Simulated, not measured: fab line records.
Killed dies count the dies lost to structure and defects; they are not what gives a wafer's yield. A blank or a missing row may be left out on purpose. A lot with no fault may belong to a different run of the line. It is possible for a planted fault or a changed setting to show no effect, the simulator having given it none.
fab line records	flow sky130
record: lots: 13	wafers: 39	last-day: 50
route steps=708 shown SPACER@306 VIA2@520 VIA3@575 PAD_OPEN@708
lots with no fault: from the same line, run without faults
start-h: start of the lot's first displayed wafer, in hours after the record's first day	wait-h: hours elapsed since this lot's preceding step	" repeats the value in the row above	L1.1+2: one row covering several wafers at once	- either no value or no given start	* or withheld: withheld	< > ~ a bound
route shown NAME@n: names a module that has steps shown in the file, with the first one's number in the route	usual: average and standard deviation across the fault-free wafers	same: alike in all rows	chamber/n: place in a boat	sites: per-site readings	_std_site: their standard deviation	_edge_site: mean of outer sites minus mean of inner sites	radius-mm: how far each site lies from the wafer's centre	mask NAME#n: copy n	behind: tool/chamber where the wafer was last shaped	hold: why the lot went on hold/how many hours it stayed there/how the hold came to an end	device: the transistor (n, p or np) that didn't switch	end of line: tests of these same wafers at the route's end	a step with no rows: only its recipe	killed: at the first sort, the dies lost to defects and structure; wafer yield is something else	map: shows each die of a wafer: x if killed, . if not, _ if none is there
set.NAME: the run value of the setting; set.NAME@STEP: its run value at that earlier step	model.NAME: the simulator's own value behind a step, which no gauge read
route steps across a sampled set of lots; one table per step, one row per wafer
services: a tool's chamber out of use, with start hour (start-h, from the record's first day; less than 0 if before it), hours out, and reason
== steps ==
step: SKY_SPACER_ETCHBACK_02
recipe: chemistry: CH3F/O2	target: Si3N4	stop-on: SiO2	source-w: 400	bias-w: 80	pressure-mtorr: 25	ch3f-flow-sccm: 40	O2_flow_sccm: 30	time-s: 46.7	target-depth-a: 450
usual: ch3f-flow-sccm: 40.00/0.13	drypump-motor-current-A: 5.6/0.48	oes-product-au: 0.857/0.0058	throttle-valve-pct: 10.563/0.0097
lot.wafer	tool	chamber	start-h	wait-h	ch3f-flow-sccm	drypump-motor-current-A	oes-product-au	rf-hours-counter-h	throttle-valve-pct
L591.1	rie-diel-01	1	523.77	0.1	40.16	4.8	0.858	8	10.553
L591.5	"	1	"	"	39.99	4.8	0.866	-	10.564
L591.6	"	0	"	"	40.05	6.1	0.862	-	10.573
L592.1	rie-diel-01	0	534.68	0.1	39.99	6.1	0.855	38	10.546
L592.2	"	3	"	"	40.05	5.8	0.862	5	10.585
L592.5	"	2	"	"	39.92	4.9	0.856	-	10.567
L594.2	rie-diel-03	2	547.95	0.0	40.00	6.4	0.859	76	10.564
L594.4	"	3	"	"	40.36	5.4	0.856	13	10.555
L594.5	"	0	"	"	40.02	5.6	0.860	-	10.564
L597.3	rie-diel-03	1	575.72	0.1	40.20	5.6	0.850	-	10.567
L597.5	"	1	"	"	40.06	5.6	0.855	-	10.538
L597.6	"	1	"	"	40.11	5.6	0.854	-	10.563
L598.2	rie-diel-01	0	585.52	0.0	40.11	6.1	0.857	39	10.556
L598.5	"	1	"	"	40.00	4.9	0.859	-	10.562
L598.6	"	2	"	"	40.13	4.8	0.861	-	10.549
L603.2	rie-diel-03	2	632.75	0.0	40.26	6.3	0.860	1	10.543
L603.3	"	3	"	"	39.97	5.4	0.856	14	10.566
L603.6	"	0	"	"	39.85	5.6	0.858	-	10.566
L604.2	rie-diel-03	0	641.46	0.0	39.96	5.7	0.844	3	10.542
L604.5	"	1	"	"	40.09	5.6	0.850	-	10.567
L604.6	"	2	"	"	39.89	6.3	0.858	-	10.557
L605.1	rie-diel-01	2	648.17	0.1	39.82	4.8	0.864	13	10.573
L605.2	"	1	"	"	40.01	4.8	0.870	11	10.574
L605.5	"	1	"	"	40.10	4.8	0.861	-	10.554
L606.2	rie-diel-03	0	697.52	0.0	39.98	5.6	0.851	4	10.562
L606.3	"	3	"	"	40.05	5.3	0.854	15	10.557
L606.5	"	1	"	"	39.89	5.6	0.845	-	10.548
L609.2	rie-diel-01	2	698.76	0.0	40.24	4.8	0.853	14	10.564
L609.3	"	3	"	"	39.95	5.9	0.852	8	10.547
L609.6	"	0	"	"	39.84	6.1	0.856	-	10.563
L608.1	rie-diel-03	0	701.29	0.1	40.05	5.7	0.860	4	10.573
L608.3	"	3	"	"	40.02	5.4	0.849	15	10.548
L608.4	"	2	"	"	40.10	6.3	0.860	3	10.569
L610.1	rie-diel-04	1	701.29	0.1	39.96	5.8	0.859	7	10.560
L610.2	"	2	"	"	39.81	6.1	0.860	45	10.573
L610.3	"	0	"	"	39.96	5.4	0.854	4	10.575
L614.2	rie-diel-03	2	721.24	0.0	39.86	6.4	0.860	3	10.566
L614.5	"	2	"	"	39.95	6.4	0.854	-	10.556
L614.6	"	3	"	"	39.95	5.4	0.849	-	10.569
step: SKY_VIA2_OVL_MEAS_13
usual: VIA2_OVL: 1/4.9
lot.wafer	tool	chamber	start-h	wait-h	VIA2_OVL[nm]
L591.1	overlay-01	-	841.72	0.1	2
L591.5	"	-	"	"	-5
L591.6	"	-	"	"	-1
L592.1	overlay-01	-	851.52	0.1	-1
L592.2	"	-	"	"	-2
L592.5	"	-	"	"	3
L594.2	overlay-01	-	863.94	0.1	6
L594.4	"	-	"	"	4
L594.5	"	-	"	"	-1
L597.3	overlay-02	-	886.39	0.1	0
L597.5	"	-	"	"	0
L597.6	"	-	"	"	-4
L598.2	overlay-01	-	893.18	0.1	2
L598.5	"	-	"	"	4
L598.6	"	-	"	"	6
L603.2	overlay-01	-	933.24	0.1	2
L603.3	"	-	"	"	-2
L603.6	"	-	"	"	2
L604.2	overlay-01	-	942.59	0.1	1
L604.5	"	-	"	"	1
L604.6	"	-	"	"	0
L605.1	overlay-02	-	946.22	0.1	-4
L605.2	"	-	"	"	2
L605.5	"	-	"	"	-7
L606.2	overlay-01	-	985.08	0.1	-1
L606.3	"	-	"	"	6
L606.5	"	-	"	"	4
L609.2	overlay-02	-	991.24	0.1	-4
L609.3	"	-	"	"	0
L609.6	"	-	"	"	1
L610.1	overlay-02	-	993.33	0.1	1
L610.2	"	-	"	"	8
L610.3	"	-	"	"	-1
L608.1	overlay-01	-	993.52	0.1	-7
L608.3	"	-	"	"	1
L608.4	"	-	"	"	1
L614.2	overlay-01	-	1004.78	0.1	-1
L614.5	"	-	"	"	-9
L614.6	"	-	"	"	-8
step: SKY_VIA2_THK_MEAS_23
recipe: thk-meas-gauge: xrf	reads: W_of_VIA2_CVD_21
usual: VIA2_W_THK: 428/10
lot.wafer	tool	chamber	start-h	wait-h	VIA2_W_THK[nm]
L591.1	film-metro-02	-	842.77	0.1	428
L591.5	"	-	"	"	430
L591.6	"	-	"	"	443
L592.1	film-metro-03	-	852.57	0.1	415
L592.2	"	-	"	"	421
L592.5	"	-	"	"	416
L594.2	film-metro-02	-	864.98	0.1	428
L594.4	"	-	"	"	434
L594.5	"	-	"	"	433
L597.3	film-metro-03	-	887.45	0.1	421
L597.5	"	-	"	"	428
L597.6	"	-	"	"	416
L598.2	film-metro-02	-	894.27	0.1	438
L598.5	"	-	"	"	431
L598.6	"	-	"	"	437
L603.2	film-metro-01	-	934.29	0.1	417
L603.3	"	-	"	"	414
L603.6	"	-	"	"	414
L604.2	film-metro-01	-	943.64	0.1	427
L604.5	"	-	"	"	418
L604.6	"	-	"	"	421
L605.1	film-metro-01	-	947.31	0.1	417
L605.2	"	-	"	"	425
L605.5	"	-	"	"	425
L606.2	film-metro-03	-	986.13	0.1	420
L606.3	"	-	"	"	421
L606.5	"	-	"	"	419
L609.2	film-metro-01	-	992.29	0.1	423
L609.3	"	-	"	"	417
L609.6	"	-	"	"	421
L610.1	film-metro-02	-	994.38	0.1	437
L610.2	"	-	"	"	435
L610.3	"	-	"	"	436
L608.1	film-metro-01	-	994.57	0.1	422
L608.3	"	-	"	"	410
L608.4	"	-	"	"	424
L614.2	film-metro-02	-	1005.83	0.1	445
L614.5	"	-	"	"	438
L614.6	"	-	"	"	437
step: SKY_VIA3_CMP_02
recipe: material: SiO2	down-force-psi: 4	platen-rpm: 60	pad-velocity-m-s: 0.94248
usual: motor-current-A: 12.0/0.98
lot.wafer	tool	chamber	start-h	wait-h	motor-current-A
L591.1	cmp-02	1	894.45	0.2	11.6
L591.6	"	2	"	"	10.8
L591.5	"	3	"	"	12.8
L592.1	cmp-01	1	901.55	0.1	12.2
L592.2	"	2	"	"	12.0
L592.5	"	2	"	"	12.1
L594.4	cmp-01	0	916.28	0.5	10.5
L594.2	"	2	"	"	12.7
L594.5	"	1	"	"	12.5
L597.3	cmp-01	0	936.67	0.1	11.4
L597.5	"	2	"	"	12.3
L597.6	"	3	"	"	11.0
L598.2	cmp-02	1	944.93	0.1	12.4
L598.6	"	0	"	"	13.0
L598.5	"	1	"	"	12.6
L603.2	cmp-01	2	984.52	0.1	13.1
L603.3	"	3	"	"	11.3
L603.6	"	2	"	"	12.1
L604.2	cmp-02	2	993.39	0.1	10.4
L604.5	"	0	"	"	12.9
L604.6	"	1	"	"	12.4
L605.2	cmp-02	1	997.36	0.2	12.9
L605.1	"	3	"	"	13.3
L605.5	"	1	"	"	12.6
L606.3	cmp-02	2	1032.82	0.0	10.5
L606.2	"	0	"	"	13.2
L606.5	"	3	"	"	12.8
L609.2	cmp-02	0	1038.50	0.1	13.7
L609.3	"	1	"	"	12.7
L609.6	"	3	"	"	13.1
L610.1	cmp-01	1	1041.07	0.1	11.9
L610.2	"	2	"	"	12.6
L610.3	"	0	"	"	10.7
L608.4	cmp-01	1	1042.26	0.0	12.7
L608.3	"	3	"	"	11.4
L608.1	"	0	"	"	10.3
L614.2	cmp-01	1	1052.79	0.1	11.4
L614.5	"	3	"	"	11.4
L614.6	"	0	"	"	10.3
step: SKY_PAD_OPEN_PROBE_99
usual: killed_at_M0_to_M3: 42/6.3	killed_at_M4_up: 3.2/1.9	killed-at-contacts: 24/5.8	killed-at-front-end: 15/4.3	killed-at-other: 0.2/0.62	killed-dies: 85/9.3	killed-open: 46/6.8	killed-short: 38/6.1
same: gross-dies: 492	killed-at-back-side: 0
lot.wafer	tool	chamber	start-h	wait-h	hold	killed_at_M0_to_M3	killed_at_M4_up	killed-at-contacts	killed-at-front-end	killed-at-other	killed-dies	killed-open	killed-short
L591.1	prober-02	-	1064.27	0.1	-	37	9	42	13	0	101	43	58
L591.5	prober-02	-	1064.47	0.2	-	48	1	20	13	0	82	53	29
L591.6	prober-02	-	1064.52	0.2	-	33	2	21	20	0	76	33	43
L592.1	prober-01	-	1070.92	0.1	-	53	4	25	11	0	93	51	42
L592.2	prober-01	-	1070.97	0.1	-	48	5	30	6	0	89	45	44
L592.5	prober-01	-	1071.12	0.2	-	49	2	17	24	0	92	45	46
L594.2	prober-01	-	1083.10	0.1	-	47	1	16	25	0	89	52	37
L594.4	prober-01	-	1083.20	0.2	-	41	2	20	18	0	81	46	35
L594.5	prober-01	-	1083.25	0.2	-	40	5	21	25	0	91	52	39
L597.3	prober-02	-	1101.24	0.2	-	33	3	16	9	1	62	35	27
L597.5	prober-02	-	1101.34	0.2	-	45	2	15	15	0	77	35	42
L597.6	prober-02	-	1101.39	0.2	-	40	1	20	8	1	70	37	33
L598.2	prober-01	-	1108.52	0.1	-	30	4	22	14	0	70	41	29
L598.5	prober-01	-	1108.67	0.2	-	35	3	46	11	0	95	52	42
L598.6	prober-01	-	1108.72	0.2	-	37	1	22	15	0	75	44	30
L603.2	prober-02	-	1139.49	0.1	await-dispo/4.2h/release	29	2	21	49	1	102	28	33
L603.3	prober-02	-	1139.54	0.2	await-dispo/4.2h/release	28	1	15	88	0	132	39	25
L603.6	prober-02	-	1139.69	0.2	await-dispo/4.2h/release	37	0	24	49	1	111	37	34
L604.2	prober-01	-	1146.43	0.1	await-dispo/7.3h/release	46	2	20	52	0	120	44	35
L604.5	prober-01	-	1146.58	0.2	await-dispo/7.3h/release	31	3	21	90	0	145	38	39
L604.6	prober-01	-	1146.63	0.2	await-dispo/7.3h/release	35	4	19	50	0	108	41	31
L605.1	prober-02	-	1148.54	0.1	-	46	4	15	13	0	78	42	36
L605.2	prober-02	-	1148.59	0.1	-	40	8	19	13	0	80	45	35
L605.5	prober-02	-	1148.74	0.2	-	38	3	20	11	0	72	39	33
L606.2	prober-01	-	1177.44	0.1	-	49	0	24	14	0	87	42	43
L606.3	prober-01	-	1177.49	0.2	-	49	2	22	26	0	99	55	44
L606.5	prober-01	-	1177.59	0.2	-	51	0	28	18	0	97	56	40
L609.2	prober-01	-	1179.74	0.1	-	50	5	19	14	0	88	47	41
L609.3	prober-01	-	1179.79	0.2	-	40	6	29	16	0	91	45	45
L609.6	prober-01	-	1179.94	0.2	-	43	2	16	16	0	77	36	40
L610.1	prober-02	-	1182.22	0.1	-	41	3	23	12	0	79	39	40
L610.2	prober-02	-	1182.27	0.1	-	39	4	19	21	0	83	45	38
L610.3	prober-02	-	1182.32	0.2	-	39	7	27	20	1	94	48	46
L608.1	prober-01	-	1184.41	0.1	-	39	2	23	12	0	76	46	30
L608.3	prober-01	-	1184.51	0.2	-	50	3	28	8	0	89	49	40
L608.4	prober-01	-	1184.56	0.2	-	40	5	33	13	0	91	55	35
L614.2	prober-01	-	1193.57	0.1	-	42	7	27	18	1	95	51	39
L614.5	prober-01	-	1193.72	0.2	-	52	2	27	9	0	90	57	30
L614.6	prober-01	-	1193.77	0.2	-	32	8	28	13	0	81	41	39
killed by level:class
L591.1 LOCAL_INTERCONNECT:geometric-particle:short=12 CONTACT:geometric-particle:open=12 LI_CONTACT:geometric-particle:open=8 METAL4:geometric-particle:short=8 FIELD_ISO:geometric-particle:short=6 VIA1:geometric-particle:open=6 METAL1:geometric-particle:short=6 CONTACT:geometric-particle:short=6
L591.5 VIA1:geometric-particle:open=18 LI_CONTACT:geometric-particle:open=8 CONTACT:geometric-particle:open=8 VIA1:geometric-particle:short=7 VIA3:geometric-particle:open=5 POLY_GATE:geometric-particle:open=4 METAL1:geometric-particle:short=4 VIA2:geometric-particle:short=4
L591.6 FIELD_ISO:geometric-particle:short=8 VIA1:geometric-particle:open=8 LOCAL_INTERCONNECT:geometric-particle:short=7 LI_CONTACT:geometric-particle:open=6 FIELD_ISO:geometric-particle:open=5 METAL2:geometric-particle:short=5 VIA2:geometric-particle:short=5 POLY_GATE:geometric-particle:short=4
L592.1 METAL2:geometric-particle:short=11 VIA2:geometric-particle:open=11 LI_CONTACT:geometric-particle:open=8 CONTACT:geometric-particle:open=7 VIA3:geometric-particle:open=6 CONTACT:geometric-particle:short=5 VIA1:geometric-particle:open=5 POLY_GATE:geometric-particle:open=4
L592.2 VIA1:geometric-particle:open=12 METAL2:geometric-particle:short=8 VIA3:geometric-particle:open=8 CONTACT:geometric-particle:short=7 CONTACT:geometric-particle:open=7 LI_CONTACT:geometric-particle:open=6 VIA1:geometric-particle:short=6 VIA2:geometric-particle:open=6
L592.5 VIA1:geometric-particle:open=11 FIELD_ISO:geometric-particle:short=9 VIA2:geometric-particle:open=7 METAL2:geometric-particle:short=6 VIA3:geometric-particle:open=6 POLY_GATE:geometric-particle:open=5 CONTACT:geometric-particle:short=5 CONTACT:geometric-particle:open=5
L594.2 VIA3:geometric-particle:open=8 VIA1:geometric-particle:open=7 VIA2:geometric-particle:open=7 CONTACT:geometric-particle:open=6 VIA1:geometric-particle:short=6 METAL2:geometric-particle:short=6 POLY_GATE:geometric-particle:short=5 FIELD_ISO:geometric-particle:short=4
L594.4 LI_CONTACT:geometric-particle:open=9 VIA3:geometric-particle:open=8 VIA1:geometric-particle:open=7 POLY_GATE:geometric-particle:open=5 VIA2:geometric-particle:short=5 VIA2:geometric-particle:open=5 POLY_GATE:geometric-particle:short=4 METAL1:geometric-particle:short=4
L594.5 VIA2:geometric-particle:open=9 CONTACT:geometric-particle:open=8 VIA1:geometric-particle:open=8 FIELD_ISO:geometric-particle:short=6 POLY_GATE:geometric-particle:open=6 VIA1:geometric-particle:short=5 SPACER:geometric-particle:open=4 METAL2:geometric-particle:short=4
L597.3 VIA1:geometric-particle:open=8 LI_CONTACT:geometric-particle:open=7 VIA3:geometric-particle:open=7 CONTACT:geometric-particle:open=6 METAL2:geometric-particle:short=6 VIA1:geometric-particle:short=5 FIELD_ISO:geometric-particle:short=4 FIELD_ISO:geometric-particle:open=3
L597.5 VIA1:geometric-particle:open=10 METAL2:geometric-particle:short=7 VIA1:geometric-particle:short=6 LOCAL_INTERCONNECT:geometric-particle:short=5 CONTACT:geometric-particle:open=5 VIA2:geometric-particle:open=5 POLY_GATE:geometric-particle:open=4 METAL1:geometric-particle:short=4
L597.6 VIA2:geometric-particle:open=7 CONTACT:geometric-particle:open=6 VIA1:geometric-particle:open=6 METAL2:geometric-particle:short=6 METAL3:geometric-particle:short=5 METAL1:geometric-particle:short=5 LI_CONTACT:geometric-particle:open=4 LOCAL_INTERCONNECT:geometric-particle:short=4
L598.2 VIA1:geometric-particle:open=9 CONTACT:geometric-particle:open=7 CONTACT:geometric-particle:short=6 FIELD_ISO:geometric-particle:open=5 VIA2:geometric-particle:open=5 LOCAL_INTERCONNECT:geometric-particle:short=4 POLY_GATE:geometric-particle:open=3 POLY_GATE:geometric-particle:short=3
L598.5 CONTACT:geometric-particle:open=18 LI_CONTACT:geometric-particle:open=11 VIA1:geometric-particle:open=9 CONTACT:geometric-particle:short=8 VIA1:geometric-particle:short=8 LI_CONTACT:geometric-particle:short=6 VIA3:geometric-particle:open=5 VIA2:geometric-particle:open=4
L598.6 CONTACT:geometric-particle:open=14 VIA1:geometric-particle:open=9 VIA2:geometric-particle:open=8 FIELD_ISO:geometric-particle:short=4 VIA3:geometric-particle:open=4 VIA2:geometric-particle:short=4 VIA1:geometric-particle:short=4 POLY_GATE:geometric-particle:open=3
L603.2 SPACER:unspecified=38 VIA1:geometric-particle:open=9 LI_CONTACT:geometric-particle:open=6 CONTACT:geometric-particle:open=5 CONTACT:geometric-particle:short=5 METAL1:geometric-particle:short=5 POLY_GATE:geometric-particle:short=4 LOCAL_INTERCONNECT:geometric-particle:short=3
L603.3 SPACER:unspecified=68 VIA1:geometric-particle:open=9 FIELD_ISO:geometric-particle:open=8 FIELD_ISO:geometric-particle:short=6 CONTACT:geometric-particle:open=6 VIA3:geometric-particle:open=6 LI_CONTACT:geometric-particle:open=4 METAL1:geometric-particle:short=4
L603.6 SPACER:unspecified=38 LOCAL_INTERCONNECT:geometric-particle:short=8 CONTACT:geometric-particle:open=8 VIA1:geometric-particle:open=8 VIA3:geometric-particle:short=6 METAL2:geometric-particle:short=5 LI_CONTACT:geometric-particle:open=4 METAL1:geometric-particle:short=4
L604.2 SPACER:unspecified=41 VIA1:geometric-particle:open=10 CONTACT:geometric-particle:open=9 VIA2:geometric-particle:open=9 VIA1:geometric-particle:short=8 LI_CONTACT:geometric-particle:open=5 METAL1:geometric-particle:short=5 VIA3:geometric-particle:open=5
L604.5 SPACER:unspecified=68 FIELD_ISO:geometric-particle:short=11 VIA1:geometric-particle:open=9 LOCAL_INTERCONNECT:geometric-particle:short=6 VIA2:geometric-particle:open=6 LI_CONTACT:geometric-particle:open=5 CONTACT:geometric-particle:open=5 POLY_GATE:geometric-particle:open=3
L604.6 SPACER:unspecified=36 VIA1:geometric-particle:open=13 CONTACT:geometric-particle:open=8 FIELD_ISO:geometric-particle:open=4 POLY_GATE:geometric-particle:open=4 LI_CONTACT:geometric-particle:short=4 METAL1:geometric-particle:short=4 VIA1:geometric-particle:short=4
L605.1 VIA3:geometric-particle:open=8 VIA1:geometric-particle:open=7 METAL2:geometric-particle:short=7 METAL1:geometric-particle:short=6 VIA2:geometric-particle:open=6 LI_CONTACT:geometric-particle:open=5 FIELD_ISO:geometric-particle:open=4 CONTACT:geometric-particle:short=4
L605.2 VIA1:geometric-particle:open=14 LI_CONTACT:geometric-particle:open=7 METAL4:geometric-particle:short=6 CONTACT:geometric-particle:open=5 METAL3:geometric-particle:short=5 POLY_GATE:geometric-particle:open=4 VIA1:geometric-particle:short=4 VIA3:geometric-particle:open=4
L605.5 CONTACT:geometric-particle:open=10 VIA3:geometric-particle:open=9 VIA1:geometric-particle:open=7 METAL2:geometric-particle:short=5 VIA1:geometric-particle:short=4 LOCAL_INTERCONNECT:geometric-particle:short=4 METAL1:geometric-particle:short=4 FIELD_ISO:geometric-particle:open=3
L606.2 METAL1:geometric-particle:short=9 VIA1:geometric-particle:open=8 VIA3:geometric-particle:open=8 VIA1:geometric-particle:short=6 LOCAL_INTERCONNECT:geometric-particle:short=6 CONTACT:geometric-particle:open=6 VIA2:geometric-particle:open=6 POLY_GATE:geometric-particle:short=4
L606.3 VIA1:geometric-particle:open=11 FIELD_ISO:geometric-particle:open=8 VIA3:geometric-particle:open=7 CONTACT:geometric-particle:open=7 LI_CONTACT:geometric-particle:open=6 METAL2:geometric-particle:short=6 VIA2:geometric-particle:open=6 CONTACT:geometric-particle:short=5
L606.5 VIA1:geometric-particle:short=14 CONTACT:geometric-particle:open=12 VIA1:geometric-particle:open=11 LI_CONTACT:geometric-particle:open=8 VIA2:geometric-particle:open=8 FIELD_ISO:geometric-particle:open=4 POLY_GATE:geometric-particle:open=4 POLY_GATE:geometric-particle:short=3
L609.2 VIA1:geometric-particle:open=13 VIA2:geometric-particle:open=7 METAL3:geometric-particle:short=7 POLY_GATE:geometric-particle:short=6 VIA3:geometric-particle:open=6 CONTACT:geometric-particle:open=6 CONTACT:geometric-particle:short=5 METAL2:geometric-particle:short=5
L609.3 CONTACT:geometric-particle:open=16 VIA1:geometric-particle:open=9 METAL2:geometric-particle:short=6 METAL4:geometric-particle:short=6 VIA2:geometric-particle:short=6 FIELD_ISO:geometric-particle:short=5 VIA2:geometric-particle:open=5 LOCAL_INTERCONNECT:geometric-particle:short=4
L609.6 VIA2:geometric-particle:open=8 METAL2:geometric-particle:short=7 METAL1:geometric-particle:short=6 FIELD_ISO:geometric-particle:short=5 LI_CONTACT:geometric-particle:open=5 VIA3:geometric-particle:open=5 VIA1:geometric-particle:open=5 CONTACT:geometric-particle:open=4
L610.1 CONTACT:geometric-particle:open=10 METAL2:geometric-particle:short=7 METAL1:geometric-particle:short=7 VIA1:geometric-particle:short=6 VIA2:geometric-particle:open=6 VIA3:geometric-particle:open=5 POLY_GATE:geometric-particle:short=4 LI_CONTACT:geometric-particle:short=4
L610.2 METAL1:geometric-particle:short=12 VIA1:geometric-particle:open=10 POLY_GATE:geometric-particle:short=7 LI_CONTACT:geometric-particle:open=7 CONTACT:geometric-particle:open=7 VIA3:geometric-particle:open=7 POLY_GATE:geometric-particle:open=5 LOCAL_INTERCONNECT:geometric-particle:short=4
L610.3 METAL1:geometric-particle:short=8 LI_CONTACT:geometric-particle:open=7 VIA2:geometric-particle:open=7 VIA1:geometric-particle:open=7 POLY_GATE:geometric-particle:open=6 LI_CONTACT:geometric-particle:short=6 FIELD_ISO:geometric-particle:short=5 CONTACT:geometric-particle:short=5
L608.1 VIA1:geometric-particle:open=14 LI_CONTACT:geometric-particle:open=10 VIA3:geometric-particle:open=6 FIELD_ISO:geometric-particle:short=5 LI_CONTACT:geometric-particle:short=5 CONTACT:geometric-particle:open=5 METAL2:geometric-particle:short=5 METAL1:geometric-particle:open=4
L608.3 LI_CONTACT:geometric-particle:open=11 VIA1:geometric-particle:open=9 METAL2:geometric-particle:short=7 VIA3:geometric-particle:open=7 CONTACT:geometric-particle:short=5 VIA2:geometric-particle:open=5 VIA3:geometric-particle:short=5 CONTACT:geometric-particle:open=4
L608.4 VIA1:geometric-particle:open=13 CONTACT:geometric-particle:open=10 LI_CONTACT:geometric-particle:open=8 VIA3:geometric-particle:open=8 METAL2:geometric-particle:short=6 FIELD_ISO:geometric-particle:open=5 CONTACT:geometric-particle:short=5 POLY_GATE:geometric-particle:open=4
L614.2 CONTACT:geometric-particle:open=12 FIELD_ISO:geometric-particle:short=7 VIA1:geometric-particle:open=7 LI_CONTACT:geometric-particle:open=7 METAL1:geometric-particle:short=7 METAL2:geometric-particle:short=6 VIA2:geometric-particle:open=5 LOCAL_INTERCONNECT:geometric-particle:short=5
L614.5 VIA1:geometric-particle:open=16 CONTACT:geometric-particle:open=8 LI_CONTACT:geometric-particle:open=7 VIA2:geometric-particle:open=7 VIA3:geometric-particle:open=6 LOCAL_INTERCONNECT:geometric-particle:short=5 METAL2:geometric-particle:short=5 VIA3:geometric-particle:short=4
L614.6 CONTACT:geometric-particle:open=10 VIA2:geometric-particle:open=9 CONTACT:geometric-particle:short=7 LOCAL_INTERCONNECT:geometric-particle:short=6 VIA1:geometric-particle:open=6 METAL4:geometric-particle:short=6 FIELD_ISO:geometric-particle:short=5 LI_CONTACT:geometric-particle:open=5
== services ==
tool	chamber	start-h	hours	kind
rie-diel-03	1	503.65	23.2	repair
cmp-01	-	521.29	4.0	repair
cmp-01	-	538.50	3.7	pm
rie-diel-03	0	568.02	10.1	repair
rie-diel-03	3	570.14	9.3	repair
rie-diel-03	1	570.46	2.8	repair
cmp-01	-	587.47	1.9	repair
rie-diel-03	1	602.88	14.8	repair
cmp-01	-	621.00	4.0	repair
rie-diel-03	1	644.66	34.4	repair
rie-diel-03	3	648.72	22.8	repair
cmp-01	-	659.20	1.2	repair
rie-diel-03	3	686.25	5.6	repair
rie-diel-03	0	691.78	2.7	repair
cmp-01	-	698.70	3.7	pm
rie-diel-03	1	711.09	3.8	repair
cmp-01	-	744.00	4.0	pm
rie-diel-03	0	769.39	13.0	repair
cmp-01	-	784.00	1.0	repair
rie-diel-03	3	815.33	17.0	repair
cmp-01	-	817.42	1.1	repair
rie-diel-03	1	824.74	5.7	repair
cmp-01	-	862.20	1.0	repair
rie-diel-03	2	884.18	3.3	repair
== key ==
first-sign: step: SKY_PAD_OPEN_PROBE_99	reading: killed-at-front-end	direction: up	sigmas: 11	usual: 15	struck: 63
effect: step: SKY_PAD_OPEN_PROBE_99	reading: killed-dies	direction: up	sigmas: 3.8	usual: 85	struck: 120
met-at SKY_SPACER_ETCHBACK_02
struck-lots L603,L604
tester-left-out L603,L604
not-acting-at SKY_VIA2_OVL_MEAS_13,SKY_VIA2_THK_MEAS_23,SKY_VIA3_CMP_02
onset-between 575.72 632.75
fault: kind: chamber-particle-source	tool: rie-diel-03	chamber: -	onset-h: 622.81	steps: SKY_SPACER_ETCHBACK_02	rate-per-visit-cm2: 2.0668	end-h: 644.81
tester-left-out: of these lots the tester's yield and bins aren't shown, on N5 and GAA mostly nor the transistor test; their killed dies are dies lost to structure and defects alone, not to doping, threshold or leakage, so they don't give the yield
